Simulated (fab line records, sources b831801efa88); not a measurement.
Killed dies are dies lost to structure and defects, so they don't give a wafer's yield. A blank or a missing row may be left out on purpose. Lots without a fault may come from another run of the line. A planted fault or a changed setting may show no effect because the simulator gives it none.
One fault seen from 2 desks | flow gf180mcu | each desk has only its own numbers; what lay behind them comes last

THE TOOL OWNER'S DESK: litho_track-04
The tool's own readings at GF_SAB_DEVELOP_08 (develop time 57.28 s): means of the sampled wafers that have a number, for each lot that ran on this tool. A lot is out of limits, marked OUT, if its mean lies more than 4 standard deviations from the usual mean; the brackets give that distance.
Columns: A = developer_temp_C at GF_SAB_DEVELOP_08, usual 23.01 C
lot  | first seen here | A
L563 | day 15 15:29    | 23.03
L571 | day 18 11:14    | 20.70 (-21) OUT
L572 | day 19 06:56    | 20.73 (-21) OUT
L581 | day 22 04:52    | 23.01
L583 | day 22 19:26    | 22.99
L584 | day 22 22:11    | 23.14
L585 | day 23 08:56    | 23.00
This desk's finding: out of limits on L571, L572; first on L571, day 18 11:14 (developer_temp_C at GF_SAB_DEVELOP_08). In limits: L563, L581, L583, L584, L585.

THE METROLOGY DESK
What the gauges read, lot by lot, whatever tool the lot ran on: means of the sampled wafers that have a number. A lot is out of limits, marked OUT, if its mean lies more than 4 standard deviations from the usual mean; the brackets give that distance.
Columns: A = M4_OVL at GF_M4_OVL_MEAS_15, usual 0 nm
lot  | first seen here | A
L563 | day 24 02:13    | 5
L565 | day 24 13:33    | 6
L571 | day 26 15:30    | 3
L572 | day 27 08:02    | 2
L576 | day 28 01:57    | -0
L578 | day 28 23:34    | -4
L577 | day 29 00:29    | -7
L579 | day 29 09:23    | 7
L580 | day 29 12:00    | -4
L581 | day 29 17:55    | -5
L582 | day 30 00:16    | 3
L583 | day 30 04:05    | -8
L584 | day 30 08:25    | -0
L585 | day 30 14:22    | -1
This desk's finding: nothing out of limits on any of the 14 lots.

PUT TOGETHER
The tool owner's desk could have raised an alarm at day 18 11:14, on L571, L572.
The metrology desk saw nothing out of limits.
The metrology desk has L571, L572 on record, within its limits.
Of the lots named, all ran GF_SAB_DEVELOP_08 on litho_track-04.

WHAT THE SIMULATOR HAD PUT IN
Process parameter drift: litho_track-04, from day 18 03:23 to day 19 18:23, at GF_SAB_DEVELOP_08. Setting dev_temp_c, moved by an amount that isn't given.
Lots struck among those shown: L571, L572.
Hours from the fault's start to each desk's first reading out of limits: the tool owner's desk, 8.
